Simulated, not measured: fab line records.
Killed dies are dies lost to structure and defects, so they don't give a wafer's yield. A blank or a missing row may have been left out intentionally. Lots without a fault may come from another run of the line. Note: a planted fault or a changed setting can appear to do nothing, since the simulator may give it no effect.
fab line records	flow sky130
record lots=5	wafers=15	last_day=50
route steps=708 shown SONOS_TUNNEL@160 SONOS_ONO@168 GATE_OXIDE@187 PAD_OPEN@708
lots that met no fault: taken from a fault-free run of the same line
start_h: hours from the record's opening day to when the first of the lot's shown wafers began	wait_h: time in hours since the lot's previous step	" identical to the entry in the row above	L1.1+2: one row covering several wafers at once	- either no value or no given start	* or withheld: withheld	< > ~ a bound
route shown NAME@n: names a module that has steps shown in the file, with the first one's number in the route	usual: mean/standard deviation of fault-free wafers	same: alike in all rows	chamber/n: place in a boat	sites: the reading at each site	_std_site: standard deviation of those values	_edge_site: mean of outer sites minus mean of inner sites	radius_mm: how far each site lies from the wafer's centre	mask NAME#n: copy n	behind: the last tool/chamber to shape the wafer	hold: what put the lot on hold/how long, in hours/how the hold closed	device: the n, p or np transistor that did not switch	end of line: the tests these same wafers got at the end of their route	step lacking rows: just its recipe	killed: at the first sort, the dies lost to defects and structure; wafer yield is something else	map: the dies of a wafer, with x for killed, . for not killed, _ for no die there
set.NAME: the setting as run; set.NAME@STEP: as run at that earlier step	model.NAME: the simulator's own value behind a step, which no gauge read
certain route steps with their lots: each step a table, each wafer a row
services: a tool's chamber out of use, with start hour (start_h, from the record's first day; less than 0 if before it), hours out, and reason
## steps
# step SKY_SONOS_TUNNEL_DEVELOP_06
# recipe resist=NOVOLAK	developer=TMAH	develop_time_s=60	dev_temp_c=23
# step SKY_SONOS_TUNNEL_CD_MEAS_07
# recipe target_cd_nm=410
# usual cd_nm=409.2/1.9
lot.wafer	tool	chamber	start_h	wait_h	cd_nm
L706.1	cd_sem-01	-	314.20	0.1	407.7
L706.2	"	-	"	"	410.0
L706.4	"	-	"	"	408.0
L716.2	cd_sem-01	-	390.07	0.1	411.6
L716.3	"	-	"	"	409.4
L716.5	"	-	"	"	410.9
L719.1	cd_sem-02	-	413.18	0.1	412.6
L719.3	"	-	"	"	407.8
L719.4	"	-	"	"	411.7
L720.3	cd_sem-02	-	424.09	0.1	407.7
L720.4	"	-	"	"	407.1
L720.5	"	-	"	"	408.0
L721.2	cd_sem-02	-	435.40	0.1	408.5
L721.3	"	-	"	"	408.4
L721.4	"	-	"	"	409.4
# step SKY_SONOS_TUNNEL_OVL_MEAS_08
# usual SONOS_TUNNEL_OVL=-0.3/1.4
lot.wafer	tool	chamber	start_h	wait_h	SONOS_TUNNEL_OVL[nm]
L706.1	overlay-01	-	314.32	0.1	1.8
L706.2	"	-	"	"	-0.1
L706.4	"	-	"	"	2.4
L716.2	overlay-02	-	390.18	0.1	1.2
L716.3	"	-	"	"	0.0
L716.5	"	-	"	"	0.7
L719.1	overlay-01	-	413.30	0.1	-2.7
L719.3	"	-	"	"	-0.4
L719.4	"	-	"	"	-1.3
L720.3	overlay-02	-	424.18	0.1	-2.8
L720.4	"	-	"	"	-2.9
L720.5	"	-	"	"	-3.4
L721.2	overlay-01	-	435.51	0.1	-2.4
L721.3	"	-	"	"	-2.3
L721.4	"	-	"	"	-1.0
# step SKY_SONOS_TUNNEL_IMPLANT_09
# recipe species=B	energy_kev=20	dose_cm2=1e+12	tilt_deg=withheld
# step SKY_SONOS_TUNNEL_WET_ETCH_10
# recipe chemistry=dHF	target_depth_nm=14	target=SiO2	dilution=100:1	temp_c=25	time_s=280
# step SKY_SONOS_TUNNEL_STRIP_11
# recipe chemistry=SPM	time_s=600	temp_c=130
# step SKY_SONOS_TUNNEL_TW_MEAS_12
# usual SONOS_TUNNEL_TW=198.0/1.5
lot.wafer	tool	chamber	start_h	wait_h	SONOS_TUNNEL_TW
L706.1	film_metro-02	-	314.77	0.0	198.4
L706.2	"	-	"	"	197.9
L706.4	"	-	"	"	197.4
L716.2	film_metro-01	-	390.64	0.0	196.8
L716.3	"	-	"	"	197.9
L716.5	"	-	"	"	197.7
L719.1	film_metro-02	-	413.78	0.0	200.2
L719.3	"	-	"	"	199.6
L719.4	"	-	"	"	199.0
L720.3	film_metro-03	-	424.69	0.0	194.6
L720.4	"	-	"	"	195.4
L720.5	"	-	"	"	195.0
L721.2	film_metro-01	-	435.97	0.0	198.4
L721.3	"	-	"	"	198.1
L721.4	"	-	"	"	197.3
# step SKY_SONOS_TUNNEL_CLEAN_13
# recipe chemistry=dHF	time_s=20	dilution=100:1	dry=ipa_marangoni
# step SKY_SONOS_ONO_OXIDATION_00
# recipe temp_c=800	ambient=O2	idle_temp_c=700	ramp_up_c_per_min=10	ramp_down_c_per_min=3	stabilise_s=600	purge_s=300	target_thk_a=26	ox_time_s=1249
# step SKY_SONOS_ONO_THK_MEAS_01
# recipe reads=SiO2_of_SONOS_ONO_OXIDATION_00
# usual SONOS_ONO_OXIDATION_THK=2.59/0.061
lot.wafer	tool	chamber	start_h	wait_h	SONOS_ONO_OXIDATION_THK[nm]
L706.1	film_metro-03	-	317.90	0.0	2.61
L706.2	"	-	"	"	2.59
L706.4	"	-	"	"	2.56
L716.2	film_metro-02	-	393.69	0.0	2.67
L716.3	"	-	"	"	2.72
L716.5	"	-	"	"	2.66
L719.1	film_metro-02	-	415.61	0.0	2.51
L719.3	"	-	"	"	2.52
L719.4	"	-	"	"	2.53
L720.3	film_metro-04	-	426.11	0.0	2.57
L720.4	"	-	"	"	2.55
L720.5	"	-	"	"	2.52
L721.2	film_metro-03	-	439.23	0.0	2.46
L721.3	"	-	"	"	2.48
L721.4	"	-	"	"	2.51
# step SKY_SONOS_ONO_CVD_02
# recipe material=Si3N4	precursor=DCS/NH3	target_thk_nm=10.5	temp_c=770	time_s=180	pressure_mtorr=250
# step SKY_SONOS_ONO_THK_MEAS_03
# recipe reads=Si3N4_of_SONOS_ONO_CVD_02
# usual SONOS_ONO_CVD_02_THK=10.44/0.14
lot.wafer	tool	chamber	start_h	wait_h	SONOS_ONO_CVD_02_THK[nm]
L706.1	film_metro-03	-	320.48	0.0	10.25
L706.2	"	-	"	"	10.38
L706.4	"	-	"	"	10.36
L716.2	film_metro-04	-	396.39	0.0	10.51
L716.3	"	-	"	"	10.41
L716.5	"	-	"	"	10.49
L719.1	film_metro-03	-	417.42	0.0	10.47
L719.3	"	-	"	"	10.41
L719.4	"	-	"	"	10.27
L720.3	film_metro-03	-	429.66	0.0	10.64
L720.4	"	-	"	"	10.70
L720.5	"	-	"	"	10.65
L721.2	film_metro-03	-	440.93	0.0	10.46
L721.3	"	-	"	"	10.34
L721.4	"	-	"	"	10.36
# step SKY_SONOS_ONO_CVD_04
# recipe material=SiO2	precursor=SiH4/N2O	target_thk_nm=5.7199	temp_c=900	pressure_mtorr=400
lot.wafer	tool	chamber	start_h	wait_h	model.SiO2_of_SONOS_ONO_CVD_04.thk_nm
L706.1	lpcvd-03	0	320.54	0.1	7.398
L706.2	"	0	"	"	7.393
L706.4	"	0	"	"	7.327
L716.2	lpcvd-03	1	396.44	0.0	5.646
L716.3	"	1	"	"	5.785
L716.5	"	1	"	"	5.753
L719.1	lpcvd-03	1	417.48	0.1	5.721
L719.3	"	1	"	"	5.708
L719.4	"	1	"	"	5.747
L720.3+5	lpcvd-03	1	429.70	0.0	5.829
L720.4	"	1	"	"	5.842
L721.2	lpcvd-03	0	440.98	0.0	5.706
L721.3	"	0	"	"	5.661
L721.4	"	0	"	"	5.695
# step SKY_SONOS_ONO_THK_MEAS_05
# recipe reads=SiO2_of_SONOS_ONO_CVD_04
# usual SONOS_ONO_CVD_04_THK=5.77/0.12
lot.wafer	tool	chamber	start_h	wait_h	SONOS_ONO_CVD_04_THK[nm]
L706.1	film_metro-04	-	321.79	0.0	7.40
L706.2	"	-	"	"	7.42
L706.4	"	-	"	"	7.37
L716.2	film_metro-04	-	397.70	0.0	5.64
L716.3	"	-	"	"	5.83
L716.5	"	-	"	"	5.77
L719.1	film_metro-03	-	418.73	0.0	5.76
L719.3	"	-	"	"	5.68
L719.4	"	-	"	"	5.74
L720.3	film_metro-04	-	430.97	0.0	5.82
L720.4	"	-	"	"	5.81
L720.5	"	-	"	"	5.80
L721.2	film_metro-04	-	442.24	0.0	5.73
L721.3	"	-	"	"	5.67
L721.4	"	-	"	"	5.69
# step SKY_SONOS_ONO_DEHYDRATE_06
# recipe temp_c=200	time_s=60
# step SKY_SONOS_ONO_HMDS_07
# recipe prime_time_s=60	prime_temp_c=120
# step SKY_SONOS_ONO_COAT_08
# recipe resist=NOVOLAK	spin_rpm=3000	resist_thk_nm=1140
# step SKY_SONOS_ONO_SOFTBAKE_09
# recipe temp_c=90	time_s=60	resist=NOVOLAK
# step SKY_SONOS_ONO_EXPOSE_10
# recipe mask_id=ONOM	target_cd_nm=410	na=0.6	source_shape=conventional	sigma_outer=0.6	dose_mj=150
# step SKY_SONOS_ONO_PEB_11
# recipe temp_c=withheld	time_s=*	resist=NOVOLAK
# step SKY_SONOS_ONO_DEVELOP_12
# recipe develop_time_s=60	dev_temp_c=23
# step SKY_SONOS_ONO_CD_MEAS_13
# recipe target_cd_nm=410
# usual cd_nm=410.5/2.5
lot.wafer	tool	chamber	start_h	wait_h	cd_nm
L706.1	cd_sem-01	-	347.73	0.1	408.5
L706.2	"	-	"	"	408.9
L706.4	"	-	"	"	407.6
L716.2	cd_sem-01	-	427.47	0.1	409.7
L716.3	"	-	"	"	410.1
L716.5	"	-	"	"	411.3
L719.1	cd_sem-02	-	449.90	0.1	411.2
L719.3	"	-	"	"	411.1
L719.4	"	-	"	"	411.2
L720.3	cd_sem-01	-	462.44	0.1	414.6
L720.4	"	-	"	"	412.4
L720.5	"	-	"	"	414.5
L721.2	cd_sem-01	-	472.83	0.1	411.7
L721.3	"	-	"	"	411.7
L721.4	"	-	"	"	411.3
# step SKY_SONOS_ONO_OVL_MEAS_14
# usual SONOS_ONO_OVL=0.5/1.4
lot.wafer	tool	chamber	start_h	wait_h	SONOS_ONO_OVL[nm]
L706.1	overlay-01	-	347.85	0.1	-0.3
L706.2	"	-	"	"	1.7
L706.4	"	-	"	"	-1.2
L716.2	overlay-02	-	427.58	0.1	0.3
L716.3	"	-	"	"	-1.3
L716.5	"	-	"	"	1.4
L719.1	overlay-01	-	450.02	0.1	0.2
L719.3	"	-	"	"	1.6
L719.4	"	-	"	"	0.1
L720.3	overlay-01	-	462.53	0.1	1.3
L720.4	"	-	"	"	0.0
L720.5	"	-	"	"	1.7
L721.2	overlay-02	-	472.94	0.1	1.7
L721.3	"	-	"	"	1.1
L721.4	"	-	"	"	1.4
# step SKY_SONOS_ONO_ETCH_15
# recipe target_depth_nm=19.52	chemistry=CHF3/O2	source_w=600	bias_w=200	pressure_mtorr=40	chf3_flow_sccm=50	O2_flow_sccm=5	time_s=7.8
# usual drypump_motor_current_A=5.5/0.48	oes_product_au=0.998/0.0092	throttle_valve_pct=8.825/0.0087
lot.wafer	tool	chamber	start_h	wait_h	drypump_motor_current_A	oes_product_au	rf_hours_counter_h	throttle_valve_pct
L706.1	rie_diel-01	2	347.89	0.0	5.8	0.996	5	8.817
L706.2	"	1	"	"	6.0	1.003	9	8.846
L706.4	"	0	"	"	6.0	0.997	75	8.827
L716.2	rie_diel-01	1	427.61	0.0	6.1	1.007	10	8.825
L716.3	"	2	"	"	5.9	1.000	7	8.837
L716.5	"	0	"	"	6.0	1.000	-	8.828
L719.1	rie_diel-02	3	450.06	0.0	5.0	0.975	46	8.829
L719.3	"	0	"	"	5.4	0.991	78	8.828
L719.4	"	2	"	"	6.0	0.984	21	8.829
L720.3	rie_diel-04	3	462.56	0.0	6.0	1.003	8	8.821
L720.4	"	3	"	"	6.0	0.996	-	8.842
L720.5	"	2	"	"	5.1	1.005	-	8.813
L721.2	rie_diel-04	3	472.97	0.0	6.0	1.010	8	8.829
L721.3	"	1	"	"	5.8	1.008	4	8.828
L721.4	"	1	"	"	5.8	1.000	-	8.826
# step SKY_SONOS_ONO_WET_ETCH_16
# recipe chemistry=dHF	target_depth_nm=14	dry=n2_spin	target=SiO2	dilution=100:1	temp_c=25	time_s=280
# step SKY_SONOS_ONO_STRIP_17
# recipe chemistry=O2/N2	power_w=1400	pressure_mtorr=1500	platen_temp_c=withheld	o2_flow_sccm=3000	n2_flow_sccm=300	overash_fraction=0.5
# usual drypump_motor_current_A=5.5/0.32	oes_product_au=0.710/0.005	strip_time_to_endpoint_s=14.13/0.041
# same overash_fraction=0.5
lot.wafer	tool	chamber	start_h	wait_h	drypump_motor_current_A	oes_product_au	rf_hours_counter_h	strip_time_to_endpoint_s
L706.1	plasma_asher-02	1	348.00	0.0	5.3	0.707	65	14.13
L706.2	"	0	"	"	6.0	0.717	65	14.14
L706.4	"	1	"	"	5.3	0.710	-	14.13
L716.2	plasma_asher-03	0	427.71	0.0	5.6	0.710	30	14.10
L716.3	"	0	"	"	5.6	0.708	-	14.08
L716.5	"	0	"	"	5.6	0.706	-	14.08
L719.1	plasma_asher-03	1	450.17	0.0	5.7	0.704	32	14.14
L719.3	"	0	"	"	5.6	0.710	-	14.13
L719.4	"	1	"	"	5.7	0.710	-	14.13
L720.3	plasma_asher-01	1	462.70	0.0	4.9	0.709	-	14.17
L720.4	"	0	"	"	5.4	0.711	-	14.11
L720.5	"	0	"	"	5.4	0.699	-	14.12
L721.2	plasma_asher-01	0	473.08	0.0	5.4	0.712	66	14.12
L721.3	"	0	"	"	5.4	0.720	-	14.10
L721.4	"	1	"	"	4.9	0.702	-	14.09
# step SKY_SONOS_ONO_WET_ETCH_18
# recipe chemistry=H3PO4	target_depth_nm=15	target=Si3N4	temp_c=160	time_s=172
# step SKY_GATE_OXIDE_CLEAN_00
# recipe chemistry=SC1/SC2	mix=1:4:20	temp_c=70	time_s=150	dry=n2_spin
# step SKY_GATE_OXIDE_OXIDATION_01
# recipe temp_c=900	ambient=O2	stabilise_s=600	purge_s=300	target_thk_a=102.68	ox_time_s=1473
# step SKY_GATE_OXIDE_THK_MEAS_02
# recipe reads=SiO2_of_GATE_OXIDE_OXIDATION_01
# usual GATE_OXIDE_OXIDATION_00_THK=10.27/0.2
lot.wafer	tool	chamber	start_h	wait_h	GATE_OXIDE_OXIDATION_00_THK[nm]
L706.1	film_metro-02	-	350.57	0.0	10.40
L706.2	"	-	"	"	10.70
L706.4	"	-	"	"	10.43
L716.2	film_metro-04	-	429.34	0.0	9.93
L716.3	"	-	"	"	9.92
L716.5	"	-	"	"	10.03
L719.1	film_metro-04	-	451.80	0.0	10.48
L719.3	"	-	"	"	10.50
L719.4	"	-	"	"	10.55
L720.3	film_metro-02	-	464.31	0.0	10.32
L720.4	"	-	"	"	10.44
L720.5	"	-	"	"	10.09
L721.2	film_metro-01	-	474.71	0.0	10.34
L721.3	"	-	"	"	10.21
L721.4	"	-	"	"	10.23
# step SKY_GATE_OXIDE_DEHYDRATE_03
# recipe temp_c=200	time_s=60
# step SKY_GATE_OXIDE_HMDS_04
# recipe prime_time_s=60	prime_temp_c=120
# step SKY_GATE_OXIDE_COAT_05
# recipe resist=NOVOLAK	spin_rpm=3000	resist_thk_nm=1140
# step SKY_GATE_OXIDE_SOFTBAKE_06
# recipe temp_c=90	time_s=60	resist=NOVOLAK
# step SKY_GATE_OXIDE_EXPOSE_07
# recipe mask_id=LVOM	na=0.6	source_shape=conventional	sigma_outer=0.6	polarization=unpolarized	target_cd_nm=600	dose_mj=170
# step SKY_GATE_OXIDE_PEB_08
# recipe temp_c=withheld	time_s=*	resist=NOVOLAK
# step SKY_GATE_OXIDE_DEVELOP_09
# recipe resist=NOVOLAK	developer=TMAH	develop_time_s=60	dev_temp_c=23
# step SKY_GATE_OXIDE_OVL_MEAS_10
# usual GATE_OXIDE_OVL=0.4/1.6
lot.wafer	tool	chamber	start_h	wait_h	GATE_OXIDE_OVL[nm]
L706.1	overlay-01	-	377.46	0.1	0.9
L706.2	"	-	"	"	1.6
L706.4	"	-	"	"	1.1
L716.2	overlay-02	-	460.42	0.1	1.6
L716.3	"	-	"	"	2.1
L716.5	"	-	"	"	-0.5
L719.1	overlay-01	-	482.73	0.1	-0.4
L719.3	"	-	"	"	-0.7
L719.4	"	-	"	"	0.6
L720.3	overlay-01	-	495.31	0.1	-2.0
L720.4	"	-	"	"	-1.7
L720.5	"	-	"	"	-1.9
L721.2	overlay-02	-	505.69	0.1	1.7
L721.3	"	-	"	"	0.8
L721.4	"	-	"	"	-0.7
# step SKY_GATE_OXIDE_IMPLANT_11
# recipe species=B	energy_kev=10	dose_cm2=2.6e+12	tilt_deg=withheld
# step SKY_GATE_OXIDE_WET_ETCH_12
# recipe chemistry=dHF	target_depth_nm=16.8	dry=n2_spin	target=SiO2	dilution=100:1	temp_c=25	time_s=336
# step SKY_GATE_OXIDE_STRIP_13
# recipe chemistry=O2/N2	power_w=1400	pressure_mtorr=1500	platen_temp_c=withheld	o2_flow_sccm=3000	n2_flow_sccm=300	overash_fraction=0.5
# usual drypump_motor_current_A=5.3/0.31	oes_product_au=0.716/0.0046	strip_time_to_endpoint_s=14.18/0.032
# same overash_fraction=0.5
lot.wafer	tool	chamber	start_h	wait_h	drypump_motor_current_A	oes_product_au	rf_hours_counter_h	strip_time_to_endpoint_s
L706.1	plasma_asher-01	0	377.75	0.0	5.4	0.710	56	14.19
L706.2	"	1	"	"	4.9	0.709	56	14.15
L706.4	"	1	"	"	4.9	0.713	-	14.19
L716.2	plasma_asher-04	1	460.70	0.0	5.4	0.716	77	14.21
L716.3	"	0	"	"	5.1	0.711	-	14.22
L716.5	"	1	"	"	5.3	0.720	-	14.21
L719.1	plasma_asher-01	0	483.02	0.0	5.5	0.714	67	14.18
L719.3	"	1	"	"	4.9	0.721	-	14.19
L719.4	"	0	"	"	5.5	0.714	-	14.21
L720.3	plasma_asher-01	1	495.74	0.0	4.9	0.718	-	14.20
L720.4	"	0	"	"	5.4	0.709	-	14.22
L720.5	"	0	"	"	5.4	0.717	-	14.19
L721.2	plasma_asher-03	0	505.97	0.0	5.6	0.713	38	14.20
L721.3	"	1	"	"	5.7	0.715	-	14.22
L721.4	"	0	"	"	5.6	0.713	-	14.19
# step SKY_GATE_OXIDE_TW_MEAS_14
# usual GATE_OXIDE_TW=225.6/1.1
lot.wafer	tool	chamber	start_h	wait_h	GATE_OXIDE_TW
L706.1	film_metro-01	-	377.85	0.1	225.4
L706.2	"	-	"	"	224.0
L706.4	"	-	"	"	225.2
L716.2	film_metro-01	-	460.81	0.1	227.3
L716.3	"	-	"	"	226.2
L716.5	"	-	"	"	227.9
L719.1	film_metro-04	-	483.12	0.1	225.4
L719.3	"	-	"	"	225.2
L719.4	"	-	"	"	224.6
L720.3	film_metro-01	-	495.83	0.1	225.1
L720.4	"	-	"	"	225.0
L720.5	"	-	"	"	225.4
L721.2	film_metro-01	-	506.08	0.1	224.4
L721.3	"	-	"	"	225.1
L721.4	"	-	"	"	224.8
# step SKY_GATE_OXIDE_CLEAN_15
# recipe chemistry=SC1/SC2	mix=1:4:20	temp_c=70	time_s=150	dry=n2_spin
# usual bath_guard_temp_C=70.1/0.43
lot.wafer	tool	chamber	start_h	wait_h	bath_guard_temp_C	model.SiO2_of_SONOS_ONO_CVD_04.thk_nm
L706.1	wet_bench-01	2	377.91	0.1	70.2	5.877
L706.2	"	2	"	"	70.4	5.863
L706.4	"	2	"	"	70.1	5.799
L716.2	wet_bench-01	3	460.86	0.0	69.6	4.129
L716.3	"	3	"	"	69.7	4.271
L716.5	"	3	"	"	69.9	4.238
L719.1	wet_bench-01	0	483.18	0.1	70.7	4.208
L719.3	"	0	"	"	70.6	4.201
L719.4	"	0	"	"	70.9	4.241
L720.3	wet_bench-02	2	495.87	0.0	70.0	4.321
L720.4	"	2	"	"	69.6	4.334
L720.5	"	2	"	"	69.3	4.321
L721.2	wet_bench-04	3	506.13	0.0	70.8	4.186
L721.3	"	3	"	"	70.5	4.141
L721.4	"	3	"	"	70.6	4.175
# step SKY_PAD_OPEN_PROBE_99
# usual killed_at_M0_to_M3=43/6.9	killed_at_M4_up=3.1/1.8	killed_at_contacts=24/5.1	killed_at_front_end=15/4.8	killed_at_other=0.3/0.48	killed_dies=86/8.9	killed_open=47/6.8	killed_short=39/6.3
# same gross_dies=492	killed_at_back_side=0
lot.wafer	tool	chamber	start_h	wait_h	killed_at_M0_to_M3	killed_at_M4_up	killed_at_contacts	killed_at_front_end	killed_at_other	killed_dies	killed_open	killed_short	model.etest.sonos_erased.drive_ua_um	model.etest.sonos_uncharged.r_on_ohm_um	model.etest.sonos_programmed.off_log10_a_um	model.etest.cap_ono.gate_log10_a_cm2	model.etest.cap_ono.gate_bv_v	model.etest.cap_ono.tox_acc_nm	model.etest.sonos_programmed.vt_v	model.etest.sonos_erased.vt_v
L706.1	prober-01	-	1127.28	0.1	35	4	26	14	0	79	40	38	80.05	869.7	-8.896	-9.921	17.81	14.43	0.4894	-1.314
L706.2	prober-01	-	1127.33	0.1	50	2	25	13	0	90	52	37	87.55	877.9	-9.58	-9.995	17.67	14.51	0.521	-1.313
L706.4	prober-01	-	1127.43	0.2	52	2	28	6	0	88	47	41	94.97	867.2	-9.637	-9.834	17.5	14.35	0.5256	-1.413
L716.2	prober-02	-	1176.32	0.1	42	4	24	12	0	82	41	41	198.7	817.8	-13.96	-7.975	16.64	12.9	1.464	-2.248
L716.3	prober-02	-	1176.37	0.2	43	1	30	8	0	82	45	36	189.8	822.7	-14.07	-8.175	16.78	13.02	1.437	-2.2
L716.5	prober-02	-	1176.47	0.2	46	3	25	7	1	82	46	35	180	824.4	-14	-8.057	16.09	12.97	1.426	-2.221
L719.1	prober-01	-	1189.33	0.1	42	3	24	14	0	83	39	44	208.1	813.2	-14.03	-7.836	16.11	12.78	1.436	-2.35
L719.3	prober-01	-	1189.43	0.2	43	4	24	17	0	88	50	38	181.8	815.8	-14.08	-7.828	16.39	12.83	1.516	-2.302
L719.4	prober-01	-	1189.48	0.2	37	4	22	14	0	77	43	34	175	812.3	-13.86	-7.705	16.29	12.69	1.494	-2.325
L720.3	prober-02	-	1192.12	0.2	49	2	32	19	0	102	59	43	173.5	817.1	-13.99	-8.153	16.81	13.13	1.349	-2.208
L720.4	prober-02	-	1192.17	0.2	32	3	29	13	0	77	43	34	150.6	812.3	-13.95	-8.235	17.23	13.09	1.323	-2.159
L720.5	prober-02	-	1192.22	0.2	55	2	27	12	0	96	53	43	216.2	821.9	-14.01	-8.184	16.56	13.02	1.34	-2.276
L721.2	prober-01	-	1197.95	0.1	49	1	26	18	0	94	44	50	232.7	797.7	-14.16	-7.709	16.06	12.69	1.469	-2.437
L721.3	prober-01	-	1198.00	0.2	50	3	18	18	0	89	47	42	177.9	805.6	-13.86	-7.597	16.11	12.62	1.539	-2.401
L721.4	prober-01	-	1198.05	0.2	35	5	25	17	0	82	42	39	182.1	795.2	-13.9	-7.761	16.28	12.77	1.514	-2.357
# killed by level:class
L706.1 VIA1:geometric_particle:open=12 CONTACT:geometric_particle:open=9 METAL1:geometric_particle:short=7 FIELD_ISO:geometric_particle:open=6 LI_CONTACT:geometric_particle:short=5 LOCAL_INTERCONNECT:geometric_particle:short=4 CONTACT:geometric_particle:short=4 FIELD_ISO:geometric_particle:short=3
L706.2 VIA1:geometric_particle:open=21 LI_CONTACT:geometric_particle:open=8 VIA1:geometric_particle:short=7 VIA3:geometric_particle:open=6 CONTACT:geometric_particle:open=6 CONTACT:geometric_particle:short=6 POLY_GATE:geometric_particle:short=3 METAL1:geometric_particle:short=3
L706.4 VIA1:geometric_particle:open=13 VIA1:geometric_particle:short=9 LI_CONTACT:geometric_particle:open=8 METAL1:geometric_particle:short=7 CONTACT:geometric_particle:open=6 VIA2:geometric_particle:open=6 VIA3:geometric_particle:open=6 CONTACT:geometric_particle:short=5
L716.2 CONTACT:geometric_particle:open=9 VIA1:geometric_particle:open=7 VIA1:geometric_particle:short=7 VIA2:geometric_particle:open=7 METAL1:geometric_particle:short=6 LI_CONTACT:geometric_particle:open=5 CONTACT:geometric_particle:short=4 VIA3:geometric_particle:short=4
L716.3 VIA1:geometric_particle:open=11 CONTACT:geometric_particle:open=10 CONTACT:geometric_particle:short=7 LI_CONTACT:geometric_particle:open=6 VIA1:geometric_particle:short=6 VIA3:geometric_particle:open=4 LI_CONTACT:geometric_particle:short=4 METAL2:geometric_particle:open=4
L716.5 CONTACT:geometric_particle:open=12 VIA1:geometric_particle:open=9 VIA1:geometric_particle:short=8 VIA2:geometric_particle:open=5 LI_CONTACT:geometric_particle:open=4 METAL3:geometric_particle:short=4 VIA3:geometric_particle:open=4 POLY_GATE:geometric_particle:open=3
L719.1 FIELD_ISO:geometric_particle:short=7 LI_CONTACT:geometric_particle:open=7 VIA3:geometric_particle:open=7 CONTACT:geometric_particle:open=7 VIA1:geometric_particle:open=6 VIA2:geometric_particle:short=6 METAL1:geometric_particle:short=5 FIELD_ISO:geometric_particle:open=4
L719.3 VIA1:geometric_particle:open=12 CONTACT:geometric_particle:open=9 METAL2:geometric_particle:short=7 VIA2:geometric_particle:open=6 FIELD_ISO:geometric_particle:open=5 VIA1:geometric_particle:short=5 LOCAL_INTERCONNECT:geometric_particle:short=4 CONTACT:geometric_particle:short=4
L719.4 CONTACT:geometric_particle:open=9 VIA1:geometric_particle:open=9 LI_CONTACT:geometric_particle:open=6 METAL1:geometric_particle:short=6 VIA1:geometric_particle:short=6 FIELD_ISO:geometric_particle:open=5 METAL2:geometric_particle:short=4 POLY_GATE:geometric_particle:open=3
L720.3 VIA1:geometric_particle:open=17 LI_CONTACT:geometric_particle:open=13 VIA3:geometric_particle:open=7 VIA1:geometric_particle:short=6 FIELD_ISO:geometric_particle:open=5 POLY_GATE:geometric_particle:short=5 LOCAL_INTERCONNECT:geometric_particle:short=5 CONTACT:geometric_particle:short=5
L720.4 CONTACT:geometric_particle:open=9 LI_CONTACT:geometric_particle:open=8 VIA2:geometric_particle:open=6 VIA3:geometric_particle:open=6 CONTACT:geometric_particle:short=5 VIA1:geometric_particle:open=5 FIELD_ISO:geometric_particle:short=4 POLY_GATE:geometric_particle:short=3
L720.5 VIA1:geometric_particle:open=15 LI_CONTACT:geometric_particle:open=9 VIA2:geometric_particle:open=8 CONTACT:geometric_particle:open=7 METAL1:geometric_particle:short=7 VIA3:geometric_particle:short=6 FIELD_ISO:geometric_particle:open=5 VIA3:geometric_particle:open=5
L721.2 METAL2:geometric_particle:short=11 VIA1:geometric_particle:open=8 LOCAL_INTERCONNECT:geometric_particle:short=7 METAL1:geometric_particle:short=6 CONTACT:geometric_particle:open=6 CONTACT:geometric_particle:short=5 VIA2:geometric_particle:open=5 VIA3:geometric_particle:open=5
L721.3 VIA1:geometric_particle:open=10 CONTACT:geometric_particle:open=8 METAL2:geometric_particle:short=8 METAL1:geometric_particle:short=7 METAL3:geometric_particle:short=6 FIELD_ISO:geometric_particle:open=5 VIA3:geometric_particle:open=5 VIA2:geometric_particle:open=5
L721.4 VIA1:geometric_particle:open=9 LI_CONTACT:geometric_particle:open=8 METAL2:geometric_particle:short=7 FIELD_ISO:geometric_particle:short=6 POLY_GATE:geometric_particle:short=6 CONTACT:geometric_particle:open=6 VIA2:geometric_particle:open=6 VIA3:geometric_particle:open=5
## services
tool	chamber	start_h	hours	kind
rie_diel-02	0	297.53	28.9	repair
rie_diel-02	-	322.08	2.7	repair
plasma_asher-03	-	322.17	3.6	repair
rie_diel-01	-	335.10	0.3	repair
lpcvd-03	-	339.47	6.0	pm
plasma_asher-03	-	340.89	4.2	repair
wet_bench-02	-	340.93	1.4	repair
rie_diel-02	2	357.06	22.8	repair
rie_diel-01	-	377.16	2.8	pm
plasma_asher-01	-	408.61	0.6	repair
plasma_asher-02	-	421.25	9.0	pm
plasma_asher-02	0	421.25	9.0	vent_cycle
plasma_asher-02	1	421.25	9.0	vent_cycle
rie_diel-01	0	433.67	7.4	repair
rie_diel-04	-	434.17	14.6	pm
rie_diel-02	0	435.25	7.2	repair
wet_bench-02	-	444.27	12.2	repair
rie_diel-01	0	455.55	8.2	repair
rie_diel-04	0	459.46	9.3	repair
wet_bench-02	-	460.38	1.5	repair
rie_diel-04	0	468.72	-	clean
rie_diel-04	0	468.72	17.2	scheduled_down
rie_diel-04	0	468.72	17.2	vent_cycle
rie_diel-01	3	486.22	7.7	repair
## key
first_sign step=SKY_SONOS_ONO_THK_MEAS_05	reading=SONOS_ONO_CVD_04_THK	direction=up	sigmas=14	usual=5.77	struck=7.39
effect none on later readings
model_effect step=SKY_SONOS_ONO_CVD_04	value=SiO2_of_SONOS_ONO_CVD_04.thk_nm	without=5.76	struck=7.373
model_effect step=SKY_GATE_OXIDE_CLEAN_15	value=SiO2_of_SONOS_ONO_CVD_04.thk_nm	without=4.233	struck=5.846
model_effect step=SKY_PAD_OPEN_PROBE_99	value=etest.sonos_erased.drive_ua_um	without=180.5	struck=87.52
met_at SKY_SONOS_ONO_CVD_04
struck_wafers L706.1,L706.2,L706.4
tester_left_out L706
fault kind=process_parameter_drift	tool=lpcvd-03	chamber=0	onset_h=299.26	steps=SKY_SONOS_ONO_CVD_04	channel=target_thk_nm	offset=1.6133	shape=step	end_h=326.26	stated=5.7199
# tester_left_out: of these lots the tester's yield and bins aren't shown, on N5 and GAA mostly nor the transistor test; their killed dies are dies lost to structure and defects alone, not to doping, threshold or leakage, so they don't give the yield
